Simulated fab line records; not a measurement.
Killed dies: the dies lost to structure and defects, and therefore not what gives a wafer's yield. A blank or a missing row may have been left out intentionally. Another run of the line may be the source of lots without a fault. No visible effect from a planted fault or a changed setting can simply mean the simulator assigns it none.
Chamber matching :: flow gf180mcu :: GF_V1_CVD_00 on hdpcvd-01: 3 sister chambers
The step deposits SiO2, target thk 600 nm, time 100 s. 3 wafers are shown with their chamber, then 7 later ones without.

== WAFERS PAIRED WITH THEIR CHAMBERS ==
wafer: L145.5
chamber: 2
sih4FlowSccm (sccm): 59.94

wafer: L146.1
chamber: 0
sih4FlowSccm (sccm): 59.86

wafer: L146.3
chamber: 1
sih4FlowSccm (sccm): 60.29

== WAFERS WITH NO CHAMBER GIVEN ==
wafer: L146.6
sih4FlowSccm (sccm): 59.94

wafer: L147.3
sih4FlowSccm (sccm): 59.98

wafer: L147.5
sih4FlowSccm (sccm): 59.89

wafer: L147.6
sih4FlowSccm (sccm): 60.12

wafer: L162.2
sih4FlowSccm (sccm): 59.81

wafer: L162.3
sih4FlowSccm (sccm): 60.18

wafer: L162.5
sih4FlowSccm (sccm): 59.88

== CHAMBER TAKEN BY EACH ==
wafer: L146.6
from the rows above: can't be placed: 2 or 0
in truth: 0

wafer: L147.3
from the rows above: can't be placed: 2 or 0
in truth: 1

wafer: L147.5
from the rows above: can't be placed: 0 or 2
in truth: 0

wafer: L147.6
from the rows above: can't be placed: 1 or 2 or 0
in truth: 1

wafer: L162.2
from the rows above: can't be placed: 0 or 2
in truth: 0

wafer: L162.3
from the rows above: can't be placed: 1 or 2
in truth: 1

wafer: L162.5
from the rows above: can't be placed: 0 or 2
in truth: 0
Correct placement for 0 of the 7. Can't be placed from these rows: 7 (the true chamber is among the candidates in 6). 0 placed wrongly.
How it was worked out, from the rows above alone: a wafer's distance from a chamber is the root of the sum, over the readings, of the square of ((its reading less the chamber's mean) divided by the reading's scatter). If the next closest chamber is less than 2 further off than the closest, the wafer can't be placed; otherwise it belongs to the closest. For every chamber, the mean is computed from those of its wafers that are shown. The scatter: root of mean squared gap, hidden wafer to nearest shown wafer, with one shown wafer a chamber.
